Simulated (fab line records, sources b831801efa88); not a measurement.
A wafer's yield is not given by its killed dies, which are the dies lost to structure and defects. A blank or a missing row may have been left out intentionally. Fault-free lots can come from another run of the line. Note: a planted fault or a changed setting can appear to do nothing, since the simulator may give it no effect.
Which of the tools did it? -- flow gf180mcu -- 11 lots, 33 wafers sampled, at 6 steps of a route of 602

== WHAT EACH GAUGE READ, for each wafer ==
GF_LVPWELL_TW_MEAS_11. Usual: for LVPWELL_TW the level is 559 and the standard deviation is 3.1.
lot,measured,on,LVPWELL_TW,flag
L561,day 3 21:07,film_metro-04,552 554 555,
L563,day 4 11:40,film_metro-02,560 558 554,
L565,day 5 03:19,film_metro-01,560 561 562,
L568,day 5 16:14,film_metro-04,554 557 555,
L569,day 5 22:22,film_metro-02,562 559 561,
L571,day 6 07:55,film_metro-02,30 30 30 30 30 30,OFF
L580,day 8 10:07,film_metro-04,558 560 558,
L581,day 8 14:41,film_metro-02,562 559 557,
L582,day 8 21:20,film_metro-02,559 559 558,
L583,day 9 04:37,film_metro-04,557 559 560,
L584,day 9 07:40,film_metro-01,559 559 561,

GF_PSD_TW_MEAS_11. Usual: for PSD_TW the level is 3190 and the standard deviation is 16.
lot,measured,on,PSD_TW,flag
L561,day 14 11:46,film_metro-03,3209 3207 3209,
L563,day 15 07:32,film_metro-03,3184 3181 3206,
L565,day 16 07:38,film_metro-03,3211 3224 3225,
L568,day 17 01:54,film_metro-01,3158 3179 3174,
L569,day 17 12:41,film_metro-02,3180 3177 3182,
L580,day 21 15:14,film_metro-01,3174 3165 3173,
L581,day 21 16:11,film_metro-02,3198 3216 3192,
L582,day 21 22:08,film_metro-03,3192 3193 3179,
L583,day 22 17:14,film_metro-01,3170 3164 3165,
L584,day 22 15:33,film_metro-03,3200 3195 3186,

GF_SALICIDE_THK_MEAS_05: measures by xrf. Usual: for SALICIDE_TIN_THK the level is 20.07 nm and the standard deviation is 0.24.
lot,measured,on,SALICIDE_TIN_THK (nm),flag
L561,day 15 10:02,film_metro-03,19.78 19.89 19.90,
L563,day 16 06:08,film_metro-01,20.32 20.60 20.25,
L565,day 17 07:41,film_metro-01,19.89 19.82 19.88,
L568,day 18 02:17,film_metro-01,20.21 20.45 20.35,
L569,day 18 13:32,film_metro-03,20.14 20.13 20.04,
L580,day 22 15:58,film_metro-01,20.51 20.51 20.58,
L581,day 22 17:13,film_metro-03,20.33 20.19 20.14,
L582,day 22 22:25,film_metro-04,20.02 19.88 20.01,
L583,day 23 17:49,film_metro-04,20.11 20.15 20.20,
L584,day 23 15:23,film_metro-01,20.18 20.35 20.51,

== WHAT TOOL EACH LOT RAN ON (gives the tool, then ch and the chambers of the sampled wafers, and finally the start) ==
lot,GF_STI_ETCH_14,GF_NWELL_STRIP_10,GF_LVPWELL_STRIP_10
L561,"rie_si-01 ch 0,1,3, day 2 01:38","plasma_asher-01 ch 0,1, day 3 07:51","plasma_asher-01 ch 0,1, day 3 21:01"
L563,"rie_si-02 ch 1,2,3, day 2 13:44","plasma_asher-04 ch 0,1, day 3 21:12","plasma_asher-04 ch 0,1, day 4 11:33"
L565,"rie_si-01 ch 0,2,3, day 2 21:18","plasma_asher-01 ch 0,1, day 4 12:40","plasma_asher-04 ch 0,1, day 5 03:13"
L568,"rie_si-01 ch 0,1,2, day 3 15:18","plasma_asher-04 ch 0,1, day 5 01:08","plasma_asher-01 ch 0,1, day 5 16:09"
L569,"rie_si-01 ch 0,1,3, day 3 21:38","plasma_asher-04 ch 0,1, day 5 06:48","plasma_asher-01 ch 1, day 5 22:16"
L571,"rie_si-02 ch 0,2,3, day 4 07:02","plasma_asher-04 ch 0,1, day 5 16:51","plasma_asher-04 ch 0,1, day 6 07:50"
L580,"rie_si-01 ch 1,2, day 6 04:08","plasma_asher-01 ch 0,1, day 7 17:14","plasma_asher-01 ch 0,1, day 8 10:02"
L581,"rie_si-02 ch 0,2,3, day 6 08:08","plasma_asher-01 ch 0,1, day 7 21:55","plasma_asher-01 ch 0,1, day 8 14:34"
L582,"rie_si-02 ch 2,3, day 6 14:09","plasma_asher-01 ch 0,1, day 8 04:15","plasma_asher-04 ch 0,1, day 8 21:15"
L583,"rie_si-02 ch 1,2,3, day 6 20:48","plasma_asher-04 ch 0,1, day 8 11:16","plasma_asher-02 ch 0,1, day 9 04:31"
L584,"rie_si-01 ch 2,3, day 7 00:41","plasma_asher-04 ch 0,1, day 8 14:15","plasma_asher-01 ch 0,1, day 9 07:35"
- GF_STI_ETCH_14: etches Si in HBr/Cl2/O2, target depth 360 nm, time 102.9 s.
- GF_NWELL_STRIP_10: strips in O2/N2.
- GF_LVPWELL_STRIP_10: strips in O2/N2.

== AS READ BY THE TOOLS THEMSELVES (means over the sampled wafers that have a number; for cases with no such wafer, the mark the record gives instead) ==
GF_STI_ETCH_14. Usual: HBr_flow_sccm 149.9 sccm, standard deviation 0.47; drypump_motor_current_A 5.9 A, standard deviation 0.46; oes_product_au 1.000 a.u., standard deviation 0.0069; throttle_valve_pct 25.657 %, standard deviation 0.01.
lot,tool,HBr_flow_sccm (sccm),drypump_motor_current_A (A),oes_product_au (a.u.),throttle_valve_pct (%),flag
L561,rie_si-01,149.8,6.2,1.001,25.655,
L563,rie_si-02,149.7,5.9,1.006,25.657,
L565,rie_si-01,150.0,6.0,1.001,25.658,
L568,rie_si-01,149.6,5.9,0.999,25.657,
L569,rie_si-01,149.9,6.2,0.998,25.663,
L571,rie_si-02,149.8,5.9,0.999,25.654,
L580,rie_si-01,150.1,6.0,1.006,25.653,
L581,rie_si-02,149.5,5.9,1.002,25.655,
L582,rie_si-02,150.5,6.3,0.995,25.663,
L583,rie_si-02,149.9,5.9,0.996,25.650,
L584,rie_si-01,150.1,6.2,1.001,25.663,

GF_NWELL_STRIP_10. Usual: drypump_motor_current_A 5.5 A, standard deviation 0.56; heater_power_w 334 W, standard deviation 41; oes_product_au 0.722 a.u., standard deviation 0.0038; strip_time_to_endpoint_s 36.88 s, standard deviation 0.13.
lot,tool,drypump_motor_current_A (A),heater_power_w (W),oes_product_au (a.u.),strip_time_to_endpoint_s (s),flag
L561,plasma_asher-01,5.2,292,0.721,36.95,
L563,plasma_asher-04,6.0,390,0.720,36.85,
L565,plasma_asher-01,5.2,292,0.726,36.88,
L568,plasma_asher-04,6.0,389,0.721,36.77,
L569,plasma_asher-04,6.0,381,0.722,36.75,
L571,plasma_asher-04,5.6,365,0.956,-,OFF
L580,plasma_asher-01,5.2,293,0.722,36.77,
L581,plasma_asher-01,5.2,296,0.725,36.74,
L582,plasma_asher-01,5.0,303,0.725,36.85,
L583,plasma_asher-04,5.6,367,0.723,36.86,
L584,plasma_asher-04,5.6,365,0.721,36.91,

GF_LVPWELL_STRIP_10. Usual: drypump_motor_current_A 5.6 A, standard deviation 0.61; heater_power_w 335 W, standard deviation 39; oes_product_au 0.722 a.u., standard deviation 0.0048; strip_time_to_endpoint_s 36.25 s, standard deviation 0.082.
lot,tool,drypump_motor_current_A (A),heater_power_w (W),oes_product_au (a.u.),strip_time_to_endpoint_s (s),flag
L561,plasma_asher-01,5.0,309,0.722,36.28,
L563,plasma_asher-04,5.6,366,0.730,36.28,
L565,plasma_asher-04,6.0,381,0.719,36.20,
L568,plasma_asher-01,5.2,294,0.724,36.15,
L569,plasma_asher-01,5.4,280,0.724,36.40,
L571,plasma_asher-04,5.6,368,0.727,49.72,OFF
L580,plasma_asher-01,5.0,302,0.723,36.20,
L581,plasma_asher-01,5.2,296,0.720,36.25,
L582,plasma_asher-04,5.6,369,0.720,36.12,
L583,plasma_asher-02,6.2,333,0.725,36.32,
L584,plasma_asher-01,5.2,292,0.716,36.21,

== THE ANSWER, worked out from the rows above alone ==
Rule: a lot counts as off when the mean over its wafers that have a number is more than 3 standard deviations away from the usual mean. A lot without any number at a reading at which 4 lots or more have one is off too. All remaining lots with rows at the step are treated as sound. First the gauges in route order, then the tools' own readings, where a lot's mean is used as printed above. At the first step where some lot is off, the reading lying furthest off is the one used; lots without a number count as furthest.
Off: L571, at GF_LVPWELL_TW_MEAS_11 (LVPWELL_TW).
If a tool, at a process step before that reading, ran all the lots that are off and no sound lot after the first of them, it fits. Not tried: the gauges at GF_LVPWELL_TW_MEAS_11; whatever is off there is also off at GF_NWELL_STRIP_10, on other tools, and gauge error can't account for it. Of those tried, none fits.

== WHAT HAD BEEN PUT IN BY THE SIMULATOR ==
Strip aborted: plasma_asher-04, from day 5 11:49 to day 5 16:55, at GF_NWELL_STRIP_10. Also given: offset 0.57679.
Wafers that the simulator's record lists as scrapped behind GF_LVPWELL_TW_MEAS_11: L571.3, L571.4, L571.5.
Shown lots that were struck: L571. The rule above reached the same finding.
